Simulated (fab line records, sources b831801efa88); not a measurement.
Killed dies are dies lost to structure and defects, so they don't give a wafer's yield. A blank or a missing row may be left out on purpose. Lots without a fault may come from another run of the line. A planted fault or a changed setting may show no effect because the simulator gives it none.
A struck lot beside a sound one | flow sky130 | 19 steps out of a route of 708
Sound: wafers L328.3, L328.5, L328.6. Struck: wafers L338.3, L338.4, L338.5. The cause comes at the end.
At each step with rows: each side's tool, then ch and its chambers, then its first start. Under that, the readings that differ: sound wafers | struck wafers | difference of the means | sigmas: that difference in standard deviations of wafers without a fault.
alike: readings whose means differ by less than 2 such deviations, and words and numbers that are the same on both sides. not compared: withheld readings, readings that some wafer has no value for, bounds like >300 that may hide the same value, and numbers for which the record gives no deviation and whose values overlap.
The two part at a step that has a row with sigmas, a row that says differs or no value, or rows on one side only. Numbers that don't overlap but have no deviation are shown without sigmas and don't part them. A reading that every wafer of one side lacks parts them only if that side has two wafers or more.

first, 6 steps without rows for these wafers: SKY_RES_XHIGH_COAT_02 (resist thk 1140 nm); SKY_RES_XHIGH_SOFTBAKE_03 (time 60 s); SKY_RES_XHIGH_EXPOSE_04 (exposes mask URPM, target cd 1270 nm); SKY_RES_XHIGH_PEB_05; SKY_RES_XHIGH_DEVELOP_06 (develop time 60 s); SKY_RES_XHIGH_IMPLANT_07.
SKY_RES_XHIGH_STRIP_08: strips in O2/N2.
  sound on plasma_asher-03 ch 0,1, day 27 18:55; struck on plasma_asher-04 ch 0,1, day 31 04:59
  reading                     | sound       | struck      | difference | sigmas
  drypump_motor_current_A (A) | 5.8 5.8 6.4 | 5.2 4.9 4.9 | -1.0       | -2
  alike: oes_product_au, strip_time_to_endpoint_s
  not compared: rf_hours_counter_h
SKY_RES_XHIGH_TW_MEAS_09:
  sound on film_metro-02, day 27 19:00; struck on film_metro-02, day 31 05:04
  alike: RES_XHIGH_TW
then, 4 steps without rows for these wafers: SKY_SD_N_DEHYDRATE_00 (time 60 s); SKY_SD_N_HMDS_01 (prime time 60 s); SKY_SD_N_COAT_02 (resist thk 1140 nm); SKY_SD_N_SOFTBAKE_03 (time 60 s).
SKY_SD_N_EXPOSE_04: exposes mask NSDM, target cd 380 nm.
  sound on iline_stepper-01 ch 0, day 28 10:07; struck on iline_stepper-02 ch 0, day 31 19:01
  reading                      | sound             | struck            | difference | sigmas
  model.SD_N.overlay_x_nm (nm) | 1.264 1.264 1.264 | 182.2 182.2 182.2 | +180.9     |
  alike: mask, focus_offset_nm
then, 2 steps without rows for these wafers: SKY_SD_N_PEB_05; SKY_SD_N_DEVELOP_06 (develop time 60 s).
SKY_SD_N_CD_MEAS_07: target cd 380 nm.
  sound on cd_sem-01, day 29 00:07; struck on cd_sem-02, day 32 08:51
  reading    | sound             | struck            | difference | sigmas
  cd_nm (nm) | 379.9 379.7 377.6 | 386.4 383.7 384.6 | +5.8       | +2
SKY_SD_N_OVL_MEAS_08:
  sound on overlay-02, day 29 00:13; struck on overlay-02, day 32 08:56
  reading       | sound       | struck            | difference | sigmas
  SD_N_OVL (nm) | 1.3 2.7 2.6 | 182.7 181.9 183.5 | +180.5     | +99 or more
then, 1 step without rows for these wafers: SKY_SD_N_IMPLANT_09.
-- the record jumps here: 17 days lie between the struck wafers' starts before and after (it left off in module SD_N and takes up again in module PAD_OPEN, whose first step shown is number 708 of the route) --
SKY_PAD_OPEN_PROBE_99:
  sound on prober-02, day 46 18:17; struck on prober-02, day 49 04:19
  reading             | sound    | struck      | difference | sigmas
  killed_at_front_end | 9 15 10  | 330 333 334 | +321       | +73
  killed_dies         | 68 83 92 | 420 411 410 | +333       | +33
  killed_on_rim       | 13 19 28 | 81 76 82    | +60        | +17
  alike: killed_at_M0_to_M3, killed_at_M4_up, killed_at_contacts, killed_at_other, killed_open, killed_short

WHERE THEY PART
First at SKY_RES_XHIGH_STRIP_08; last, within this record, at SKY_PAD_OPEN_PROBE_99.

WHY: what the simulator had put in
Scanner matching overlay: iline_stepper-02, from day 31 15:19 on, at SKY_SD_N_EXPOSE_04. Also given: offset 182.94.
